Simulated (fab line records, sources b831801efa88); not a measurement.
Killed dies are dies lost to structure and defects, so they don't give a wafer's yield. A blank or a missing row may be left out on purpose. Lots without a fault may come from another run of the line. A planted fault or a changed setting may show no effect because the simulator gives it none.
fab line records | flow sky130
record lots=6 wafers=16 last_day=49
route steps=708 shown FIELD_ISO@13
lots that met no fault: from a run of the same line without faults
start_h: hours from the record's first day to the start of the lot's first wafer shown | wait_h: hours since the lot's step before | " the same as in the row above | L1.1+2: a row that stands for several wafers | - no value, or no start given | * or withheld: withheld | < > ~ a bound
route shown NAME@n: a module of which the file shows steps, and the number in the route of the first | usual: mean/standard deviation of fault-free wafers | same: alike in all rows | chamber/n: place in a boat | sites: the reading at each site | _std_site: their standard deviation | _edge_site: outer sites' mean less inner sites' | radius_mm: how far each site lies from the wafer's centre | mask NAME#n: copy n | behind: the tool/chamber that last shaped the wafer | hold: why the lot was held/for how many hours/how that ended | device: the transistor (n, p or np) that didn't switch | end of line: the same wafers' tests at the end of the route | a step without rows: its recipe alone | killed: dies lost to structure and defects at the first sort, not the wafer's yield | map: a wafer's dies, x killed, . not, _ none there
set.NAME: the setting as run; set.NAME@STEP: as run at that earlier step | model.NAME: the simulator's own value behind a step, which no gauge read
lots at some steps of the route; a table a step, a row a wafer
services: from which hour (start_h, from the record's first day; less than 0 if before it) a tool's chamber was out of use, for how many hours, and why
## steps
# step SKY_FIELD_ISO_DEVELOP_12
# recipe develop_time_s=60 resist=KrF-thick dev_temp_c=21
# step SKY_FIELD_ISO_CD_MEAS_13
# recipe target_cd_nm=150
# usual cd_nm=149.6/1.5
# columns lot.wafer tool chamber start_h wait_h cd_nm
L704.2 cd_sem-01 - 28.23 - 149.6
L704.3 " - " " 149.8
L704.5 " - " " 148.1
L706.1 cd_sem-01 - 42.00 - 148.7
L706.2 " - " " 149.5
L706.4 " - " " 149.4
L709.5 cd_sem-02 - 57.03 - 148.8
L709.6 " - " " 150.7
L714.5 cd_sem-02 - 83.38 - 149.1
L714.6 " - " " 150.8
L719.1 cd_sem-02 - 105.30 - 149.4
L719.3 " - " " 149.7
L719.4 " - " " 148.6
L722.1 cd_sem-02 - 128.40 - 147.6
L722.2 " - " " 146.0
L722.4 " - " " 148.4
# step SKY_FIELD_ISO_ETCH_14
# recipe chemistry=N2/H2 target=BARC ion_energy_ev=200 source_w=500 bias_w=100 pressure_mtorr=30 n2_flow_sccm=100 h2_flow_sccm=200 stop_on=SiO2 time_s=45.9 target_depth_a=600
# usual drypump_motor_current_A=5.8/0.5 oes_product_au=0.854/0.0048 throttle_valve_pct=13.225/0.0076
# columns lot.wafer tool chamber start_h wait_h drypump_motor_current_A oes_product_au rf_hours_counter_h throttle_valve_pct
L704.2 rie_diel-02 1 28.33 0.1 5.4 0.852 52 13.228
L704.3 " 2 " " 5.7 0.859 145 13.229
L704.5 " 0 " " 5.8 0.858 - 13.229
L706.1 rie_diel-02 2 42.12 0.1 5.7 0.859 145 13.217
L706.2 " 0 " " 5.8 0.847 113 13.213
L706.4 " 2 " " 5.7 0.857 - 13.238
L709.5 rie_diel-02 1 57.09 0.0 5.4 0.861 - 13.226
L709.6 " 0 " " 5.8 0.854 - 13.220
L714.5 rie_diel-02 2 83.44 0.0 5.7 0.844 - 13.215
L714.6 " 3 " " 5.1 0.854 - 13.221
L719.1 rie_diel-01 1 105.42 0.1 6.2 0.845 7 13.232
L719.3 " 3 " " 5.5 0.856 147 13.221
L719.4 " 2 " " 6.4 0.850 - 13.212
L722.1 rie_diel-01 1 128.52 0.1 6.2 0.850 8 13.217
L722.2 " 2 " " 6.4 0.850 5 13.238
L722.4 " 0 " " 5.4 0.861 125 13.224
# step SKY_FIELD_ISO_ETCH_15
# recipe chemistry=CHF3/O2 target_depth_nm=180 stop_on=Si source_w=600 bias_w=200 pressure_mtorr=40 chf3_flow_sccm=50 O2_flow_sccm=5 time_s=72
# usual drypump_motor_current_A=5.7/0.5 oes_product_au=0.950/0.0067 throttle_valve_pct=8.846/0.0088
# columns lot.wafer tool chamber start_h wait_h drypump_motor_current_A oes_product_au rf_hours_counter_h throttle_valve_pct
L704.2 rie_diel-02 1 28.37 0.0 5.4 0.941 52 8.846
L704.3 " 2 " " 5.8 0.948 145 8.844
L704.5 " 0 " " 5.8 0.951 - 8.842
L706.1 rie_diel-02 2 42.16 0.0 5.7 0.948 145 8.829
L706.2 " 0 " " 5.8 0.946 113 8.848
L706.4 " 2 " " 5.7 0.951 - 8.840
L709.5 rie_diel-02 1 57.14 0.0 5.4 0.950 - 8.844
L709.6 " 0 " " 5.8 0.948 - 8.860
L714.5 rie_diel-02 2 83.49 0.0 5.7 0.941 - 8.851
L714.6 " 3 " " 5.1 0.951 - 8.842
L719.1 rie_diel-01 1 105.47 0.0 6.2 0.948 7 8.837
L719.3 " 3 " " 5.5 0.957 147 8.862
L719.4 " 2 " " 6.4 0.959 - 8.849
L722.1 rie_diel-01 1 128.57 0.0 6.1 0.955 8 8.845
L722.2 " 2 " " 6.4 0.946 5 8.850
L722.4 " 0 " " 5.4 0.951 125 8.833
# step SKY_FIELD_ISO_STRIP_16
# recipe chemistry=O2/N2 power_w=1400 pressure_mtorr=1500 platen_temp_c=withheld o2_flow_sccm=3000 n2_flow_sccm=300 overash_fraction=0.5
# usual drypump_motor_current_A=5.8/0.62 oes_product_au=0.376/0.0049 strip_time_to_endpoint_s=3.53/0.036
# same overash_fraction=0.5
# columns lot.wafer tool chamber start_h wait_h drypump_motor_current_A oes_product_au rf_hours_counter_h strip_time_to_endpoint_s
L704.2 plasma_asher-01 0 28.43 0.0 5.0 0.374 36 3.51
L704.3 " 1 " " 4.8 0.387 - 3.58
L704.5 " 0 " " 5.0 0.374 - 3.51
L706.1 plasma_asher-03 0 42.22 0.0 5.4 0.386 36 3.57
L706.2 " 1 " " 6.4 0.378 36 3.53
L706.4 " 0 " " 5.4 0.375 - 3.58
L709.5 plasma_asher-02 0 57.23 0.1 6.5 0.379 - 3.53
L709.6 " 1 " " 5.8 0.377 - 3.51
L714.5 plasma_asher-02 0 83.59 0.1 6.5 0.378 - 3.62
L714.6 " 1 " " 5.7 0.379 - 3.59
L719.1 plasma_asher-01 1 105.52 0.0 4.8 0.373 43 3.47
L719.3 " 1 " " 4.8 0.373 - 3.46
L719.4 " 0 " " 5.0 0.376 - 3.45
L722.1 plasma_asher-02 0 128.62 0.0 6.6 0.372 41 3.52
L722.2 " 1 " " 5.7 0.374 41 3.48
L722.4 " 0 " " 6.5 0.375 - 3.57
# step SKY_FIELD_ISO_ETCH_17
# recipe target_depth_a=3420 mask_material=Si3N4 chemistry=HBr/Cl2/O2 target=Si taper_deg=5 icp_w=600 bias_w=150 pressure_mtorr=15 HBr_flow_sccm=150 Cl2_flow_sccm=40 O2_flow_sccm=6 time_s=97.7
# usual drypump_motor_current_A=5.6/0.55 he_backside_leak_sccm=2.69/0.22 oes_product_au=0.995/0.014 throttle_valve_pct=25.659/0.011
# columns lot.wafer tool chamber start_h wait_h drypump_motor_current_A he_backside_leak_sccm oes_product_au rf_hours_counter_h throttle_valve_pct
L704.2 rie_si-02 2 28.53 0.1 5.1 2.38 1.022 32 25.634
L704.3 " 1 " " 6.3 2.57 1.021 25 25.647
L704.5 " 0 " " 5.1 2.66 1.011 - 25.650
L706.1 rie_si-01 3 42.32 0.1 5.6 2.75 0.979 148 25.666
L706.2 " 1 " " 6.2 2.58 0.987 28 25.664
L706.4 " 0 " " 5.7 2.84 0.982 33 25.669
L709.5 rie_si-01 0 57.30 0.0 5.7 2.86 0.977 - 25.662
L709.6 " 1 " " 6.2 2.68 0.987 - 25.667
L714.5 rie_si-01 3 83.66 0.0 5.6 2.75 0.993 - 25.657
L714.6 " 2 " " 4.7 2.39 1.009 - 25.652
L719.1 rie_si-02 3 105.62 0.1 6.1 2.83 0.999 25 25.651
L719.3 " 1 " " 6.3 2.59 1.009 26 25.653
L719.4 " 2 " " 5.1 2.44 1.002 32 25.655
L722.1 rie_si-01 0 128.72 0.1 5.7 2.74 0.976 33 25.660
L722.2 " 3 " " 5.6 2.58 1.006 0 25.652
L722.4 " 1 " " 6.2 2.75 0.990 29 25.663
# step SKY_FIELD_ISO_WET_ETCH_18
# recipe chemistry=H3PO4 target_depth_nm=25 temp_c=160 target=Si3N4 time_s=286
# step SKY_FIELD_ISO_CLEAN_19
# recipe chemistry=SC1/SC2 mix=1:4:20 temp_c=70 time_s=150
# step SKY_FIELD_ISO_CLEAN_20
# recipe chemistry=dHF time_s=20 dilution=100:1
# step SKY_FIELD_ISO_WET_ETCH_21
# recipe chemistry=dHF dilution=100:1 target_depth_nm=20 dry=ipa_marangoni target=SiO2 temp_c=25 time_s=400
# step SKY_FIELD_ISO_OXIDATION_22
# recipe temp_c=950 ambient=O2 stabilise_s=600 purge_s=300 target_thk_a=100 ox_time_s=623
# step SKY_FIELD_ISO_THK_MEAS_23
# recipe reads=SiO2_of_FIELD_ISO_OXIDATION_22
# usual FIELD_ISO_OXIDATION_01_THK=9.94/0.24
# columns lot.wafer tool chamber start_h wait_h FIELD_ISO_OXIDATION_01_THK[nm]
L704.2 film_metro-03 - 30.52 0.0 10.08
L704.3 " - " " 10.18
L704.5 " - " " 10.13
L706.1 film_metro-01 - 43.83 0.0 9.96
L706.2 " - " " 9.78
L706.4 " - " " 9.84
L709.5 film_metro-02 - 62.57 0.0 10.06
L709.6 " - " " 10.04
L714.5 film_metro-02 - 85.18 0.0 10.02
L714.6 " - " " 10.09
L719.1 film_metro-02 - 108.18 0.0 10.08
L719.3 " - " " 9.86
L719.4 " - " " 9.97
L722.1 film_metro-02 - 130.31 0.0 9.49
L722.2 " - " " 9.71
L722.4 " - " " 9.65
# step SKY_FIELD_ISO_CVD_24
# recipe material=SiO2 target_thk_nm=595 temp_c=650 sigma_open_frac=0.3 time_s=99.2 sih4_flow_sccm=60 pressure_mtorr=6
# columns lot.wafer tool chamber start_h wait_h model.SiO2_of_FIELD_ISO_CVD_24.thk_nm
L704.2 hdpcvd-02 2 30.57 0.0 599.9
L704.3 " 0 " " 591.4
L704.5 " 0 " " 598.2
L706.1 hdpcvd-01 2 43.89 0.1 594.1
L706.2 " 1 " " 597.9
L706.4 " 0 " " 591.4
L709.5 hdpcvd-02 2 62.63 0.0 590.6
L709.6 " 0 " " 1040
L714.5 hdpcvd-02 1 85.23 0.0 595.2
L714.6 " 2 " " 1043
L719.1 hdpcvd-01 2 108.24 0.1 586
L719.3 " 0 " " 595.2
L719.4 " 2 " " 586.9
L722.1 hdpcvd-01 1 130.37 0.1 595
L722.2 " 0 " " 588.4
L722.4 " 0 " " 587.9
# step SKY_FIELD_ISO_THK_MEAS_25
# recipe reads=SiO2_of_FIELD_ISO_CVD_24
# usual FIELD_ISO_CVD_24_THK=593/6
# columns lot.wafer tool chamber start_h wait_h FIELD_ISO_CVD_24_THK[nm]
L704.2 film_metro-03 - 30.65 0.0 600
L704.3 " - " " 591
L704.5 " - " " 598
L706.1 film_metro-03 - 43.96 0.0 594
L706.2 " - " " 597
L706.4 " - " " 591
L709.5 film_metro-01 - 62.71 0.0 591
L709.6 " - " " 1039
L714.5 film_metro-01 - 85.31 0.0 595
L714.6 " - " " 1044
L719.1 film_metro-01 - 108.31 0.0 586
L719.3 " - " " 596
L719.4 " - " " 587
L722.1 film_metro-01 - 130.44 0.0 594
L722.2 " - " " 588
L722.4 " - " " 588
# step SKY_FIELD_ISO_ANNEAL_26
# recipe temp_c=1000 time_s=1800 ambient=N2
# step SKY_FIELD_ISO_CMP_27
# recipe stop_on=Si3N4 t_overpolish_s=16 down_force_psi=4 platen_rpm=60 target_thk_nm=457.8 pad_velocity_m_s=0.94248
# usual head_pressure_psi=4.000/0.0094 motor_current_A=12.6/1.3 time_to_endpoint_s=112/3.6
# columns lot.wafer tool chamber start_h wait_h head_pressure_psi motor_current_A time_to_endpoint_s
L704.3 cmp-02 1 33.29 0.1 4.012 13.6 107
L704.2 " 2 " " 3.988 13.1 114
L704.5 " 1 " " 4.007 13.1 106
L706.2 cmp-01 3 45.52 0.0 3.988 11.9 123
L706.1 " 1 " " 3.986 8.7 118
L706.4 " 2 " " 3.985 14.0 120
L709.6 cmp-02 2 66.69 0.2 3.990 12.2 195
L709.5 " 3 " " 3.989 13.6 111
L714.5 cmp-01 1 88.33 0.2 4.021 9.1 111
L714.6 " 2 " " 4.001 12.8 188
L719.3 cmp-02 0 111.08 0.0 3.995 12.2 110
L719.1 " 2 " " 4.005 13.3 115
L719.4 " 3 " " 4.004 13.3 108
L722.2 cmp-02 2 132.00 0.0 4.007 12.3 113
L722.4 " 3 " " 4.016 13.4 112
L722.1 " 0 " " 4.000 11.7 113
# step SKY_FIELD_ISO_WET_ETCH_28
# recipe chemistry=dHF target_depth_nm=23.7 target=SiO2 dilution=10:1 temp_c=25 time_s=47
## services
# columns tool chamber start_h hours kind
cmp-01 - 5.93 1.0 repair
rie_diel-02 3 19.15 - clean
rie_diel-02 3 19.15 29.5 scheduled_down
rie_diel-02 3 19.15 29.5 vent_cycle
rie_diel-02 2 34.87 3.9 repair
cmp-01 - 48.02 1.1 repair
rie_diel-02 2 58.40 5.7 repair
rie_diel-02 0 60.36 3.9 repair
cmp-01 - 64.19 4.0 pm
hdpcvd-02 - 66.75 15.0 pm
hdpcvd-02 0 66.75 15.0 vent_cycle
hdpcvd-02 1 66.75 15.0 vent_cycle
hdpcvd-02 2 66.75 15.0 vent_cycle
cmp-01 - 76.44 6.2 repair
hdpcvd-02 0 81.75 - clean
rie_si-01 3 90.24 - clean
rie_si-01 3 90.24 19.4 scheduled_down
rie_si-01 3 90.24 19.4 vent_cycle
cmp-01 - 99.05 4.1 pm
rie_diel-01 0 100.13 24.2 repair
rie_si-01 0 103.68 1.6 repair
rie_diel-01 1 106.28 2.9 repair
plasma_asher-01 - 108.75 9.0 pm
rie_diel-02 3 121.52 15.1 repair
## key
first_sign step=SKY_FIELD_ISO_THK_MEAS_25 reading=FIELD_ISO_CVD_24_THK direction=up sigmas=74 usual=593 struck=1041
effect step=SKY_FIELD_ISO_CMP_27 reading=time_to_endpoint_s direction=up sigmas=22 usual=* struck=*
model_effect step=SKY_FIELD_ISO_CVD_24 value=SiO2_of_FIELD_ISO_CVD_24.thk_nm without=595 struck=1042
met_at SKY_FIELD_ISO_CVD_24
struck_wafers L709.6,L714.6
tester_left_out L709,L714
onset_between 30.57 62.63
fault kind=process_parameter_drift tool=hdpcvd-02 chamber=- onset_h=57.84 steps=SKY_FIELD_ISO_CVD_24 channel=target_thk_nm offset=446.7 shape=step end_h=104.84 scope=struck_wafers_only acts_in=these_recipes_only stated=595
# tester_left_out: of these lots the tester's yield and bins aren't shown, on N5 and GAA mostly nor the transistor test; their killed dies are dies lost to structure and defects alone, not to doping, threshold or leakage, so they don't give the yield
